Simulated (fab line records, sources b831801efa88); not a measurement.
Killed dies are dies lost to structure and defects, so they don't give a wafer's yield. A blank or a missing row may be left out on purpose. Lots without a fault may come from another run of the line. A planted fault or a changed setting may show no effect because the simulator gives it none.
fab line records | flow sky130
record lots=14 wafers=42 last_day=50
route steps=708 shown VT_ADJUST_HVTP@91 SONOS_ONO@181 POLY_CUT@315 LI_CONTACT@381
lots that met no fault: from a run of the same line without faults
start_h: hours from the record's first day to the start of the lot's first wafer shown | wait_h: hours since the lot's step before | " the same as in the row above | L1.1+2: a row that stands for several wafers | - no value, or no start given | * or withheld: withheld | < > ~ a bound
route shown NAME@n: a module of which the file shows steps, and the number in the route of the first | usual: mean/standard deviation of fault-free wafers | same: alike in all rows | chamber/n: place in a boat | sites: the reading at each site | _std_site: their standard deviation | _edge_site: outer sites' mean less inner sites' | radius_mm: how far each site lies from the wafer's centre | mask NAME#n: copy n | behind: the tool/chamber that last shaped the wafer | hold: why the lot was held/for how many hours/how that ended | device: the transistor (n, p or np) that didn't switch | end of line: the same wafers' tests at the end of the route | a step without rows: its recipe alone | killed: dies lost to structure and defects at the first sort, not the wafer's yield | map: a wafer's dies, x killed, . not, _ none there
set.NAME: the setting as run; set.NAME@STEP: as run at that earlier step | model.NAME: the simulator's own value behind a step, which no gauge read
steps of the route over a sample of lots; a table a step, a row a wafer
services: from which hour (start_h, from the record's first day; less than 0 if before it) a tool's chamber was out of use, for how many hours, and why
## steps
# step SKY_VT_ADJUST_HVTP_DEVELOP_06
# recipe resist=NOVOLAK developer=TMAH develop_time_s=60 dev_temp_c=23
# usual chill_plate_temp_C=22.99/0.099 develop_time_s=60/0
# columns lot.wafer tool chamber start_h wait_h chill_plate_temp_C develop_time_s
L796.1 litho_track-04 0 123.36 0.1 23.18 60
L796.2 " 0 " " 23.18 60
L796.3 " 0 " " 23.01 60
L797.3 litho_track-04 0 130.06 0.1 23.05 60
L797.4 " 0 " " 22.93 60
L797.5 " 0 " " 22.89 60
L798.1 litho_track-04 - 136.66 0.1 - -
L798.3 " - " " - -
L798.4 " - " " - -
L799.1 litho_track-02 - 142.71 0.1 - -
L799.2 " - " " - -
L799.5 " - " " - -
L800.1 litho_track-03 0 148.81 0.1 22.99 60
L800.2 " 0 " " 23.10 60
L800.3 " 0 " " 23.17 60
L809.2 litho_track-02 0 208.38 0.1 22.96 60
L809.3 " 0 " " 22.96 60
L809.6 " 0 " " 22.94 60
L810.4 litho_track-04 0 213.84 0.1 23.03 60
L810.5 " 0 " " 22.84 60
L810.6 " 0 " " 23.01 60
L811.1 litho_track-02 0 222.41 0.1 23.13 60
L811.3 " 0 " " 22.99 60
L811.5 " 0 " " 23.02 60
L812.1 litho_track-03 0 227.61 0.1 22.84 60
L812.2 " 0 " " 23.03 60
L812.5 " 0 " " 23.04 60
L813.2 litho_track-03 0 237.79 0.1 22.97 60
L813.3 " 0 " " 22.88 60
L813.6 " 0 " " 22.84 60
L815.3 litho_track-03 0 247.01 0.1 22.83 60
L815.4 " 0 " " 22.90 60
L815.6 " 0 " " 22.95 60
L816.2 litho_track-04 0 253.44 0.1 23.12 60
L816.4 " 0 " " 22.98 60
L816.5 " 0 " " 22.98 60
L817.1 litho_track-03 0 259.36 0.1 23.19 60
L817.3 " 0 " " 23.13 60
L817.5 " 0 " " 22.89 60
L818.2 litho_track-04 0 268.04 0.1 22.81 60
L818.3 " 0 " " 22.94 60
L818.6 " 0 " " 22.96 60
# step SKY_SONOS_ONO_CD_MEAS_13
# recipe target_cd_nm=410
# usual cd_nm=409.5/2.2
# columns lot.wafer tool chamber start_h wait_h cd_nm
L796.1 cd_sem-01 - 281.61 0.1 408.6
L796.2 " - " " 408.1
L796.3 " - " " 408.7
L797.3 cd_sem-01 - 288.30 0.1 409.5
L797.4 " - " " 410.2
L797.5 " - " " 410.1
L798.1 cd_sem-01 - 295.71 0.1 411.0
L798.3 " - " " 412.3
L798.4 " - " " 412.1
L799.1 cd_sem-02 - 303.50 0.1 409.3
L799.2 " - " " 406.6
L799.5 " - " " 407.1
L800.1 cd_sem-01 - 313.71 0.1 403.2
L800.2 " - " " 410.0
L800.3 " - " " 408.6
L809.2 cd_sem-02 - 390.32 0.1 411.9
L809.3 " - " " 410.9
L809.6 " - " " 411.6
L810.4 cd_sem-02 - 399.81 0.1 410.9
L810.5 " - " " 411.0
L810.6 " - " " 412.6
L811.1 cd_sem-02 - 407.31 0.1 411.3
L811.3 " - " " 412.5
L811.5 " - " " 412.1
L812.1 cd_sem-02 - 416.56 0.1 408.8
L812.2 " - " " 405.1
L812.5 " - " " 404.6
L813.2 cd_sem-02 - 433.77 0.1 406.6
L813.3 " - " " 408.8
L813.6 " - " " 404.7
L815.3 cd_sem-02 - 439.50 0.1 408.0
L815.4 " - " " 407.3
L815.6 " - " " 406.5
L816.2 cd_sem-01 - 448.08 0.1 409.7
L816.4 " - " " 407.9
L816.5 " - " " 408.0
L817.1 cd_sem-01 - 457.50 0.1 407.6
L817.3 " - " " 409.6
L817.5 " - " " 408.1
L818.2 cd_sem-02 - 468.84 0.1 408.6
L818.3 " - " " 409.4
L818.6 " - " " 409.6
# step SKY_POLY_CUT_CD_MEAS_08
# recipe target_cd_nm=270
# usual cd_nm=269.9/1.5
# columns lot.wafer tool chamber start_h wait_h cd_nm
L796.1 cd_sem-02 - 554.75 - 266.7
L796.2 " - " " 266.6
L796.3 " - " " 267.3
L797.3 cd_sem-02 - 565.39 - 269.0
L797.4 " - " " 269.8
L797.5 " - " " 268.4
L798.1 cd_sem-02 - 576.06 - 271.3
L798.3 " - " " 269.3
L798.4 " - " " 269.3
L799.1 cd_sem-02 - 585.46 - 269.3
L799.2 " - " " 269.9
L799.5 " - " " 269.0
L800.1 cd_sem-01 - 593.21 - 270.8
L800.2 " - " " 270.6
L800.3 " - " " 271.0
L809.2 cd_sem-02 - 673.53 - 270.5
L809.3 " - " " 269.3
L809.6 " - " " 269.7
L810.4 cd_sem-02 - 683.57 - 271.4
L810.5 " - " " 271.8
L810.6 " - " " 271.9
L811.1 cd_sem-01 - 691.06 - 270.6
L811.3 " - " " 269.8
L811.5 " - " " 269.7
L812.1 cd_sem-02 - 695.00 - 267.2
L812.2 " - " " 267.8
L812.5 " - " " 267.6
L813.2 cd_sem-02 - 714.47 - 270.9
L813.3 " - " " 270.8
L813.6 " - " " 272.0
L815.3 cd_sem-02 - 717.35 - 269.9
L815.4 " - " " 270.0
L815.6 " - " " 270.4
L816.2 cd_sem-02 - 724.93 - 270.4
L816.4 " - " " 269.0
L816.5 " - " " 268.8
L817.1 cd_sem-01 - 733.15 - 269.9
L817.3 " - " " 270.5
L817.5 " - " " 270.4
L818.2 cd_sem-01 - 744.58 - 272.6
L818.3 " - " " 272.9
L818.6 " - " " 274.5
# step SKY_LI_CONTACT_SPUTTER_19
# recipe material=Ti target_thk_nm=20 chamber_pressure_pa=5 power_w=2500 substrate_temp_c=200 time_s=106.37
# usual throttle_valve_pct=30.5/0.82
# columns lot.wafer tool chamber start_h wait_h throttle_valve_pct
L796.1 pvd_sputter-02 - 672.96 0.0 29.8
L796.2 " - " " 31.0
L796.3 " - " " 31.2
L797.3 pvd_sputter-02 - 684.44 0.0 30.0
L797.4 " - " " 30.8
L797.5 " - " " 30.3
L798.1 pvd_sputter-01 - 692.02 0.0 31.7
L798.3 " - " " 31.6
L798.4 " - " " 30.1
L799.1 pvd_sputter-01 - 703.23 0.0 29.8
L799.2 " - " " 31.8
L799.5 " - " " 31.7
L800.1 pvd_sputter-03 - 710.22 0.0 29.7
L800.2 " - " " 29.7
L800.3 " - " " 29.6
L809.2 pvd_sputter-01 - 786.80 0.0 31.7
L809.3 " - " " 29.9
L809.6 " - " " 31.8
L810.4 pvd_sputter-03 - 796.78 0.0 29.8
L810.5 " - " " 29.9
L810.6 " - " " 31.4
L811.1 pvd_sputter-01 - 803.53 0.0 29.7
L811.3 " - " " 31.5
L811.5 " - " " 29.6
L812.1 pvd_sputter-01 - 807.19 0.0 31.6
L812.2 " - " " 29.6
L812.5 " - " " 29.5
L813.2 pvd_sputter-03 - 826.19 0.0 31.5
L813.3 " - " " 29.4
L813.6 " - " " 29.8
L815.3 pvd_sputter-01 - 829.15 0.0 29.7
L815.4 " - " " 31.5
L815.6 " - " " 29.6
L816.2 pvd_sputter-01 - 836.68 0.0 30.4
L816.4 " - " " 31.4
L816.5 " - " " 29.9
L817.1 pvd_sputter-02 - 845.09 0.0 30.2
L817.3 " - " " 29.9
L817.5 " - " " 29.9
L818.2 pvd_sputter-02 - 855.56 0.0 30.2
L818.3 " - " " 31.0
L818.6 " - " " 30.7
## services
# columns tool chamber start_h hours kind
pvd_sputter-03 - 132.63 0.9 repair
pvd_sputter-03 - 146.97 22.8 repair
pvd_sputter-03 - 161.66 0.5 repair
litho_track-02 - 180.47 - consumable_replace:filter
pvd_sputter-03 - 194.76 2.0 repair
pvd_sputter-01 - 204.90 2.4 repair
pvd_sputter-03 - 209.17 9.7 repair
pvd_sputter-01 - 242.51 0.6 repair
pvd_sputter-03 - 271.87 2.4 repair
pvd_sputter-02 - 329.23 3.9 repair
pvd_sputter-02 - 371.18 3.4 repair
pvd_sputter-01 - 423.89 1.4 repair
pvd_sputter-01 - 440.51 3.4 repair
litho_track-02 - 451.83 - consumable_replace:filter
pvd_sputter-01 - 464.20 15.1 repair
pvd_sputter-03 - 589.39 2.3 repair
pvd_sputter-01 - 625.31 2.0 repair
pvd_sputter-01 - 638.54 8.5 repair
pvd_sputter-02 - 666.70 5.3 repair
pvd_sputter-01 - 701.53 0.7 repair
pvd_sputter-02 - 719.97 4.2 repair
pvd_sputter-02 - 768.60 6.7 repair
pvd_sputter-02 - 792.76 5.5 repair
litho_track-04 - 840.54 - consumable_replace:filter
## key
first_sign step=SKY_VT_ADJUST_HVTP_DEVELOP_06 reading=tool_record direction=missing
effect none on later readings
met_at SKY_VT_ADJUST_HVTP_DEVELOP_06
struck_lots L798,L799
sort_left_out L798.1,L798.3,L798.4,L799.1,L799.2,L799.5
tester_left_out L798,L799
not_acting_at SKY_SONOS_ONO_CD_MEAS_13,SKY_POLY_CUT_CD_MEAS_08,SKY_LI_CONTACT_SPUTTER_19
onset_between 130.06 136.66
fault kind=skipped_step_whole tool=litho_track-02,litho_track-04 chamber=- onset_h=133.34 steps=SKY_VT_ADJUST_HVTP_DEVELOP_06 scope=struck_lots_only
# tester_left_out: of these lots the tester's yield and bins aren't shown, on N5 and GAA mostly nor the transistor test; their killed dies are dies lost to structure and defects alone, not to doping, threshold or leakage, so they don't give the yield
# sort_left_out: the simulated sort isn't trusted on such a fault, so these wafers' sort isn't shown, and their yield isn't known
